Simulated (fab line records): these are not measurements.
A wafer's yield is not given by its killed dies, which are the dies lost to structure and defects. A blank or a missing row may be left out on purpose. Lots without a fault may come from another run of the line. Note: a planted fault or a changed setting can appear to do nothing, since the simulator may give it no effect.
Struck lot and sound lot, side by side | flow sfq line | 25 out of 325 route steps
Sound: wafers L622.1, L622.3, L622.6. Struck: wafer L626.5. (L626.1, L626.3 of the same lot were not struck and are left out.) The cause comes at the end.
Each step with rows lists, per side, the tool, then ch with its chambers, then its first start. Under that, the readings that differ: sound wafers | struck wafers | difference of the means | sigmas: that difference in standard deviations of wafers without a fault.
alike: words and numbers the same on both sides, and readings whose means are apart by under 2 such deviations; not compared: readings that were withheld, readings missing a value for some wafer, numbers with overlapping values and no deviation given by the record, and bounds like >300 which may hide the same value.
Wherever a step has rows on one side only, a row that says differs or no value, or a row with sigmas, the two part there. Numbers that don't overlap but have no deviation are shown without sigmas and don't part them. Lack of a reading on every wafer of one side parts them only where that side has two or more wafers.

first, 6 steps without rows for these wafers: SFQ_TRILAYER_M7_LITHO_COAT_182 (resist thk 62 nm); SFQ_TRILAYER_M7_LITHO_COAT_177 (resist thk 600 nm); SFQ_TRILAYER_M7_LITHO_SOFTBAKE_181; SFQ_TRILAYER_M7_LITHO_EXPOSE_178 (exposes mask M7, target cd 500 nm); SFQ_TRILAYER_M7_LITHO_PEB_180 (peb time 60 s); SFQ_TRILAYER_M7_LITHO_DEVELOP_179 (time 60 s).
SFQ_M7_OVL_MEAS_945:
  struck on overlay-02, day 76 04:28; sound on overlay-02, day 75 18:52
  alike: M7_OVL
SFQ_TRILAYER_M7_BARC_OPEN_METAL_ETCH_229: etches BARC in O2, target depth 125 nm, time 41.7 s.
  sound on rie metal-04 ch 0,1, day 75 19:19; struck on rie metal-01 ch 1, day 76 04:30
  alike: drypump motor current A, oes product au
  not compared: rf hours counter h
SFQ_TRILAYER_M7_ETCH_METAL_ETCH_180: etches Nb in Cl2/Ar, stops on SiO2, target depth 240 nm, time 120 s.
  sound on rie metal-04 ch 0,1, day 75 19:23; struck on rie metal-01 ch 1, day 76 04:34
  alike: drypump motor current A, oes product au
  not compared: rf hours counter h
SFQ_TRILAYER_M7_STRIP_STRIP_181: strips in O2.
  sound on rie metal-04 ch 0,1, day 75 19:30; struck on rie metal-01 ch 1, day 76 04:41
  alike: drypump motor current A, oes product au
  not compared: rf hours counter h
then, 1 step without rows for these wafers: SFQ_TRILAYER_M7_STRIP_SOLV_CLEAN_182 (cleans in NMP, time 600 s).
SFQ_TRILAYER_I7_DEP_PECVD_183: deposits SiO2 from SiH4/N2O, time 111.11 s, target thk 500 nm.
  sound on pecvd-01 ch 0,1, day 75 20:17; struck on pecvd-03 ch 1, day 76 05:29
  alike: heater power w, throttle valve pct
SFQ_TRILAYER_I7_CMP_CMP_184: polishes SiO2.
  sound on cmp-01 ch 0,2, day 75 20:51; struck on cmp-02 ch 2, day 76 08:49
  reading                                             | sound             | struck | difference | sigmas
  platen rpm (rpm)                                    | 60.05 60.10 60.12 | 59.90  | -0.19      | -5
  time to endpoint s (s)                              | 239 213 219       | 187    | -37        | -4
  model.SiO2_of_TRILAYER_I7_DEP_PECVD_183.thk nm (nm) | 201.5 198.4 198.6 | 220.7  | +21.2      |
  alike: motor current A
SFQ_I7_BOW_MEAS_946:
  struck on film metro-02, day 76 09:19; sound on film metro-04, day 75 23:21
  alike: I7_BOW
SFQ_TRILAYER_I7_METRO_MEASURE_185:
  struck on film metro-02, day 76 09:26; sound on film metro-04, day 75 23:28
  reading     | sound             | struck | difference | sigmas
  thk nm (nm) | 201.7 198.5 198.6 | 220.7  | +21.1      | +18
then, 6 steps without rows for these wafers: SFQ_TRILAYER_I7_VIA_LITHO_COAT_192 (resist thk 62 nm); SFQ_TRILAYER_I7_VIA_LITHO_COAT_187 (resist thk 650 nm); SFQ_TRILAYER_I7_VIA_LITHO_SOFTBAKE_191; SFQ_TRILAYER_I7_VIA_LITHO_EXPOSE_188 (exposes mask I7, target cd 1000 nm); SFQ_TRILAYER_I7_VIA_LITHO_PEB_190 (peb time 60 s); SFQ_TRILAYER_I7_VIA_LITHO_DEVELOP_189 (time 60 s).
SFQ_I7_OVL_MEAS_947:
  struck on overlay-01, day 77 06:13; sound on overlay-01, day 76 15:04
  alike: I7_OVL
then, 1 step without rows for these wafers: SFQ_TRILAYER_I7_VIA_BARC_OPEN_VIA_ETCH_260 (etches BARC in O2, target depth 125 nm, time 41.7 s).
SFQ_TRILAYER_I7_VIA_ETCH_VIA_ETCH_190: etches SiO2 in CHF3, stops on Nb, target depth 260 nm.
  sound on rie diel-04 ch 1,2,3, day 76 15:08; struck on rie diel-02 ch 0, day 77 06:17
  reading                        | sound             | struck | difference | sigmas
  oes product au (a.u.)          | 0.854 0.858 0.851 | 0.899  | +0.045     | +9
  model.etch.depth nm (nm)       | 201.5 198.4 198.6 | 220.7  | +21.2      |
  model.I7.feature depth nm (nm) | 201.5 198.4 198.6 | 220.7  | +21.2      |
  alike: drypump motor current A
SFQ_TRILAYER_I7_VIA_STRIP_STRIP_191: strips in O2.
  sound on rie metal-02 ch 0, day 76 15:15; struck on rie metal-02 ch 1, day 77 06:24
  alike: drypump motor current A, oes product au
  not compared: rf hours counter h

## WHERE THEY PART
Last at SFQ_TRILAYER_I7_VIA_ETCH_VIA_ETCH_190 as far as this record goes, first at SFQ_TRILAYER_I7_CMP_CMP_184. Later steps at which nothing parts them and some readings are alike: SFQ_TRILAYER_I7_VIA_STRIP_STRIP_191.

WHY: the cause the simulator had injected
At SFQ_TRILAYER_I7_CMP_CMP_184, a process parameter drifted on cmp-02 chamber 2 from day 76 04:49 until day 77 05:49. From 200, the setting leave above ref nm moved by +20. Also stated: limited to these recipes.
